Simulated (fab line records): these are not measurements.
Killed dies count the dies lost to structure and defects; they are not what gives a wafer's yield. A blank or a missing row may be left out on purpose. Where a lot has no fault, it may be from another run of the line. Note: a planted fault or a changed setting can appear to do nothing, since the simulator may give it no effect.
Check of tool commonality | flow sky130 | 30 wafers sampled across 10 lots

== WHAT PROMPTED THE OPENING ==
4 of 10 lots carry a flag on the reading LDD_LDN_TW at SKY_LDD_LDN_TW_MEAS_13. Fault-free wafers read 1480, with a standard deviation of 7.5.
Rule: flag the lot when none of its wafers has a number, or when each of its wafers that has one lies beyond 4 standard deviations from that mean. The other lots count as sound.

lot  | measured     | on            | LDD_LDN_TW, wafer by wafer | flag
L560 | day 23 02:20 | film metro-04 | 1486 1483 1484             |
L561 | day 23 04:08 | film metro-04 | 1490 1476 1481             |
L562 | day 23 16:35 | film metro-04 | 1486 1469 1489             |
L563 | day 24 02:08 | film metro-02 | 1481 1482 1478             |
L564 | day 24 08:17 | film metro-02 | 1487 1485 1479             |
L565 | day 24 15:45 | film metro-01 | 1471 1481 1485             |
L566 | day 25 19:50 | film metro-02 | 1402 1398 1405             | FLAGGED
L567 | day 25 20:44 | film metro-01 | 1426 1420 1426             | FLAGGED
L568 | day 26 01:29 | film metro-01 | 1411 1414 1412             | FLAGGED
L569 | day 26 05:43 | film metro-01 | 1414 1414 1413             | FLAGGED
The numbers of the flagged lots are 1413 on average: -67 against the usual, or -9 standard deviations.

== TOOL THAT RAN EACH LOT ==
The record keeps 1 process step preceding the reading, out of 708 steps on the route. Every cell lists first the tool, next ch and the chambers used by the sampled wafers, and last the start.
lot  | flag    | SKY_LDD_LDN_IMPLANT_10
L560 |         | implanter-03 ch 0, day 23 01:56
L561 |         | implanter-02 ch 0, day 23 03:45
L562 |         | implanter-04 ch 0, day 23 16:13
L563 |         | implanter-03 ch 0, day 24 01:44
L564 |         | implanter-02 ch 0, day 24 07:53
L565 |         | implanter-02 ch 0, day 24 15:23
L566 | FLAGGED | implanter-04 ch 0, day 25 19:26
L567 | FLAGGED | implanter-03 ch 0, day 25 20:21
L568 | FLAGGED | implanter-04 ch 0, day 26 01:07
L569 | FLAGGED | implanter-04 ch 0, day 26 05:21
What the steps here do:
- SKY_LDD_LDN_IMPLANT_10
- SKY_LDD_LDN_TW_MEAS_13

== FLAGGED AGAINST TOTAL, ONE TOOL AT A TIME (gauges that did the reading follow at the end) ==
step                   | tool          | lots run | flagged | share of the flagged lots | sound lots run after its first flagged lot
SKY_LDD_LDN_IMPLANT_10 | implanter-02  | 3        | 0       | none                      | -
SKY_LDD_LDN_IMPLANT_10 | implanter-03  | 3        | 1       | some                      | 0
SKY_LDD_LDN_IMPLANT_10 | implanter-04  | 4        | 3       | some                      | 0
SKY_LDD_LDN_TW_MEAS_13 | film metro-01 | 4        | 3       | some                      | 0
SKY_LDD_LDN_TW_MEAS_13 | film metro-02 | 3        | 1       | some                      | 0
SKY_LDD_LDN_TW_MEAS_13 | film metro-04 | 3        | 0       | none                      | -

== WHAT THE TABLE PERMITS ==
No row of the table ran every flagged lot.

== WHAT THE SIMULATOR PUT IN ==
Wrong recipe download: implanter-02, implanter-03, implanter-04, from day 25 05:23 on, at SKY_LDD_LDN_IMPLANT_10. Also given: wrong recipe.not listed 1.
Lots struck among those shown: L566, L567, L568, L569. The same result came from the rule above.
